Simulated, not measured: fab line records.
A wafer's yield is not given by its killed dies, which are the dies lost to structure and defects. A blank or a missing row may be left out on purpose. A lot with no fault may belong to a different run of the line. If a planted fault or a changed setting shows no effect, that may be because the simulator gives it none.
8D (eight disciplines) problem report, filled in by code -- flow sfq_line -- the parts of the form that need people (team, actions taken, sign-off) are left out

## 1. WHAT WENT WRONG
At SFQ_TRILAYER_R5_LITHO_COAT_136, spin_speed_rpm averages 1984.9 rpm over 6 wafers from 2 lots, while fault-free wafers read 3000.5 rpm, standard deviation 2. So: -99 or more standard deviations from the usual mean.
The step: resist thk 600 nm.
Seen first at day 63 04:01 on litho_track-01, wafer L594.3. At this step, 18 wafers from 6 lots have a number in the record. The rule behind "out" and "out of limits": a value lying over 4 standard deviations away from the usual mean. All remaining wafers that have a number are taken as sound.

## 2. WHAT IT IS, WHAT IT ISN'T
question,is,is not
which readings at this step,spin_speed_rpm,-
which lots,"L594, L595","L591, L602, L603, L608"
which wafers of those lots,all that have a number,-
read on which tools,litho_track-01,"litho_track-02, litho_track-04"
when,from day 63 04:01,"up to then (3 sound wafers); but 9 sound wafers of L602, L603, L608 came after"

## 3. THE SUSPECTS, EACH WITH WHAT RULES IT OUT
Counting: a tool stays on the suspect list if, at a process step up to the reading, it processed all lots that are out and no sound lot following the first of them.
- pvd_sputter-05 at SFQ_TRILAYER_R5_DEP_SPUTTER_132 (material Ti, target thk 5 nm, time 5 s): kept. It ran every lot that is out, first L594 (day 63 03:20), and no sound lot after that.
- litho_track-01 at SFQ_TRILAYER_R5_LITHO_COAT_136 (resist thk 600 nm): ruled out as a lasting fault. The sound lots L603 went through it after L594, its earliest lot that is out (day 63 04:01).
Left after counting: pvd_sputter-05 at SFQ_TRILAYER_R5_DEP_SPUTTER_132.

## 4. THE CAUSE (what the simulator had put in)
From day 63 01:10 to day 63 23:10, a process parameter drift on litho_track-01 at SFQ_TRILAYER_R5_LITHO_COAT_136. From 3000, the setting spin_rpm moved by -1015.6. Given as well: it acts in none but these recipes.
Counting ruled it out, wrongly.

## 5. SEQUENCE OF EFFECTS, ordered by route
Each row: a reading whose mean over the struck wafers that have a number lies more than 3 standard deviations from the usual. Scope: only readings with a usual standard deviation given in the record; hours: median across lots of the time from each lot's start at the first step in this table that gives one to its start at this step; sigmas: change in usual standard deviations.
hours,step,reading,usual,on struck wafers,change,sigmas
0,SFQ_TRILAYER_R5_LITHO_COAT_136,spin_speed_rpm,3000.5 rpm,1984.9,-1015.6,-99 or more
Process steps it contains:
- SFQ_TRILAYER_R5_LITHO_COAT_136: resist thk 600 nm.
At these later measuring or inspecting steps, every struck wafer for which the step has a row has a number for every such reading, and none has moved that far: SFQ_R5_OVL_MEAS_935.

## 6. HOW IT WOULD HAVE BEEN CAUGHT EARLIER
In this record the first reading out of limits was taken at day 63 04:01, 3 hours after the fault began at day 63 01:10.
